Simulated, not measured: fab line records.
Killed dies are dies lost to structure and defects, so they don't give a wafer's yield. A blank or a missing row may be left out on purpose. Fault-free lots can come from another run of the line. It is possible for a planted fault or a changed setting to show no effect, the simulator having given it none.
A lot that was struck, set against a sound lot | flow gf180mcu | 37 out of 602 route steps
Sound: the wafers L519.1, L519.4, L519.6. Struck: wafer L532.2. (L532.3, L532.5 of the same lot were not struck and are left out.) The cause comes at the end.
Per side, at each step with rows, come the tool, then ch with its chambers, and then its first start. Under that, the readings that differ: sound wafers | struck wafers | difference of the means | sigmas: that difference in standard deviations of wafers without a fault.
alike: readings with means less than 2 such deviations apart, plus words and numbers identical on both sides. not compared: withheld readings, readings lacking a value on some wafer, bounds such as >300 that could conceal the same value, and numbers that have no deviation in the record and whose values overlap.
Wherever a step has rows on one side only, a row that says differs or no value, or a row with sigmas, the two part there. Numbers that don't overlap but have no deviation are shown without sigmas and don't part them. Lack of a reading on every wafer of one side parts them only where that side has two or more wafers.

first, 2 steps without rows for these wafers: GF_M3_PEB_12 (peb time 90 s); GF_M3_DEVELOP_13 (develop time 60 s).
GF_M3_CD_MEAS_14: target cd 280 nm.
  sound on cdSem-02, day 22 08:34; struck on cdSem-01, day 26 18:38
  alike: cdNm
GF_M3_OVL_MEAS_15:
  sound on overlay-02, day 22 08:41; struck on overlay-01, day 26 18:44
  alike: M3_OVL
GF_M3_METAL_ETCH_16: etches the open film in Cl2/BCl3, stops on SiO2, target depth 627.5 nm, time 104.6 s.
  sound on rieMetal-02 ch 0,1, day 22 08:43; struck on rieMetal-01 ch 1, day 26 18:46
  alike: drypumpMotorCurrentA, heBacksideLeakSccm, oesProductAu, throttleValvePct
  not compared: rfHoursCounterH
GF_M3_STRIP_17: strips in O2/N2.
  sound on plasmaAsher-04 ch 0,1, day 22 08:50; struck on plasmaAsher-04 ch 1, day 26 18:53
  alike: drypumpMotorCurrentA, heaterPowerW, oesProductAu, stripTimeToEndpointS
  not compared: rfHoursCounterH
then, 3 steps without rows for these wafers: GF_M3_STRIP_18 (strips in post etch residue remover, time 1200 s); GF_M3_CLEAN_19 (cleans in DIW); GF_V3_CVD_00 (deposits SiO2, target thk 600 nm, time 100 s).
GF_V3_THK_MEAS_01:
  sound on filmMetro-01, day 22 09:27; struck on filmMetro-01, day 26 19:34
  alike: V3_CVD_00_THK
GF_V3_CVD_02: deposits SiO2 from TEOS, target thk 850 nm, time 94.851 s.
  sound on pecvd-02 ch 1,2, day 22 09:31; struck on pecvd-02 ch 0, day 26 19:37
reading          | sound       | struck | difference | sigmas
heaterPowerW (W) | 660 675 665 | 516    | -151       | -2
GF_V3_THK_MEAS_03:
  sound on filmMetro-03, day 22 09:35; struck on filmMetro-03, day 26 19:41
  alike: V3_CVD_02_THK
GF_V3_CMP_04: polishes SiO2.
  sound on cmp-01 ch 0,2,3, day 22 09:41; struck on cmp-01 ch 0, day 26 19:44
reading                            | sound             | struck | difference | sigmas
timeToEndpointS (s)                | 80 86 85          | 28     | -56        | -7
model.SiO2_of_V3_CVD_02.thkNm (nm) | 630.7 632.6 631.2 | 790.1  | +158.6     | 
  alike: motorCurrentA
GF_V3_BOW_MEAS_05:
  sound on filmMetro-01, day 22 09:56; struck on filmMetro-01, day 26 20:04
  alike: V3_BOW
then, 8 steps without rows for these wafers: GF_V3_DEHYDRATE_06 (time 60 s); GF_V3_HMDS_07 (prime time 60 s); GF_V3_COAT_08; GF_V3_COAT_09 (resist thk 1000 nm); GF_V3_SOFTBAKE_10 (time 60 s); GF_V3_EXPOSE_11 (exposes mask Via3, target cd 260 nm); GF_V3_PEB_12 (peb time 90 s); GF_V3_DEVELOP_13 (develop time 60 s).
GF_V3_CD_MEAS_14: target cd 260 nm.
  sound on cdSem-01, day 23 09:13; struck on cdSem-01, day 27 16:40
  alike: cdNm
GF_V3_OVL_MEAS_15:
  sound on overlay-02, day 23 09:20; struck on overlay-02, day 27 16:46
  alike: V3_OVL
then, 1 step without rows for these wafers: GF_V3_ETCH_16 (etches BARC in N2/H2).
GF_V3_ETCH_17: etches SiO2 in C4F8/O2/Ar, stops on TiN, target depth 635 nm.
  sound on rieDiel-01 ch 1,3; struck on rieDiel-02 ch 2
reading                      | sound             | struck | difference | sigmas
oesProductAu (a.u.)          | 0.854 0.851 0.851 | 0.975  | +0.123     | +27
model.V3.featureDepthNm (nm) | 630.7 632.6 631.2 | 790.1  | +158.6     | 
model.etch.depthNm (nm)      | 630.7 632.6 631.2 | 790.1  | +158.6     | 
then, 3 steps without rows for these wafers: GF_V3_STRIP_18 (strips in O2/N2); GF_V3_STRIP_19 (strips in post etch residue remover, time 1200 s); GF_V3_CLEAN_20 (cleans in DIW).
GF_V3_SPUTTER_21: material Ti, target thk 15 nm, time 80.02 s.
  sound on pvdSputter-04, day 23 10:04; struck on pvdSputter-02, day 27 17:30
  alike: substrateTempC, throttleValvePct
then, 1 step without rows for these wafers: GF_V3_SPUTTER_22 (material TiN, target thk 10 nm, time 40 s).
GF_V3_CVD_23: deposits W, target thk 350 nm, time 104.9 s.
  sound on cvdW-01 ch 0,1, day 23 10:10; struck on cvdW-02 ch 0, day 27 17:36
  alike: heaterPowerW
GF_V3_RS_MEAS_24: measures by four-point-probe.
  sound on filmMetro-01, day 23 10:17; struck on filmMetro-01, day 27 17:44
  alike: V3_W_RS
GF_V3_THK_MEAS_25: measures by xrf.
  sound on filmMetro-01, day 23 10:24; struck on filmMetro-01, day 27 17:50
  alike: V3_W_THK
GF_V3_CMP_26: polishes, stops on SiO2, t overpolish 15 s, target thk 0 nm.
  sound on cmp-01 ch 0,2,3, day 23 10:31; struck on cmp-01 ch 1, day 27 17:56
reading                            | sound             | struck | difference | sigmas
motorCurrentA (A)                  | 11.0 9.9 9.4      | 12.5   | +2.4       | +2
model.SiO2_of_V3_CVD_02.thkNm (nm) | 626.9 628.8 627.5 | 786.4  | +158.7     | 
then, 1 step without rows for these wafers: GF_M4_SPUTTER_00 (material Ti, target thk 37.5 nm, time 150 s).
-- the record jumps here: 6 days lie between the struck wafers' starts before and after (it left off in module M4 and takes up again in module PASSIVATION, whose first step shown is number 602 of the route) --
GF_PASSIVATION_PROBE_99:
  sound on prober-01, day 29 22:29; struck on prober-02, day 33 10:49
reading                     | sound             | struck | difference | sigmas
model.etest.via3Chain.rcOhm | 6.266 6.473 6.136 | 8.179  | +1.887     | 

## WHERE THEY PART
At GF_V3_CVD_02 first; at GF_V3_CMP_26 last (within this record only).

WHY: what the simulator had put in
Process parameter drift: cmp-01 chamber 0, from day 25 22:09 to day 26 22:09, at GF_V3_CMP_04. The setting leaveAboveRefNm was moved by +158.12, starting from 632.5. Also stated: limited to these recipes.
